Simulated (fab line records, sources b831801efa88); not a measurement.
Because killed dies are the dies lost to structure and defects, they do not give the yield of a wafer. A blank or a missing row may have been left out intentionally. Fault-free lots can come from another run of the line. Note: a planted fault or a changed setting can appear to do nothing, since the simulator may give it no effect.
Which tool was responsible? ; flow sky130 ; Sampling: 6 lots, 18 wafers, 2 of 708 route steps

== WHAT THE GAUGES READ, wafer by wafer ==
SKY_POLY_GATE_THK_MEAS_01.
lot;measured;on;POLY_GATE_CVD_00_THK (nm)
L970;day 15 22:26;film metro-02;177.6 179.2 179.9
L972;day 16 14:01;film metro-01;154.5 153.3 154.4
L974;day 17 02:39;film metro-04;153.9 154.1 154.4
L984;day 20 18:33;film metro-01;180.5 181.2 180.2
L987;day 21 10:43;film metro-04;181.3 180.8 181.2
L988;day 21 21:08;film metro-01;179.4 180.5 180.4

== WHICH TOOL RAN EACH LOT (tool, then ch and the chambers of the sampled wafers, then the start) ==
lot;SKY_POLY_GATE_CVD_00
L970;lpcvd-01 ch 0, day 15 21:14
L972;lpcvd-01 ch 1, day 16 12:48
L974;lpcvd-01 ch 1, day 17 01:25
L984;lpcvd-01 ch 0, day 20 17:20
L987;lpcvd-01 ch 0, day 21 09:31
L988;lpcvd-01 ch 0, day 21 19:56
- SKY_POLY_GATE_CVD_00: deposits poly-Si, target thk 180 nm, time 720 s.

== THE ANSWER, worked out from the rows above alone ==
Rule: the lots themselves supply what counts as usual. The widest of any qualifying gaps counts: lots, ordered by their means at a reading, are off when they make up no more than a third of the lots, leave a main group of 4 or more, and stand apart from it by 3 or more times the standard deviation of that group's means. A main group is skipped when, at the precision printed for the reading in the tables above, its means are all equal. Also off: a lot with no number at a reading for which 4 or more lots have one. The other lots that the step has rows for count as sound.
Off: at SKY_POLY_GATE_THK_MEAS_01 (POLY_GATE_CVD_00_THK), L972, L974. The main group: mean 180.2 nm, standard deviation 0.82.
A tool fits if, at a process step before that reading, it ran every lot that is off, and no sound lot after the first of them. Those tools and the gauges at SKY_POLY_GATE_THK_MEAS_01 are tried in the same way. Of those tried, none fits.

== WHAT THE SIMULATOR HAD PUT IN ==
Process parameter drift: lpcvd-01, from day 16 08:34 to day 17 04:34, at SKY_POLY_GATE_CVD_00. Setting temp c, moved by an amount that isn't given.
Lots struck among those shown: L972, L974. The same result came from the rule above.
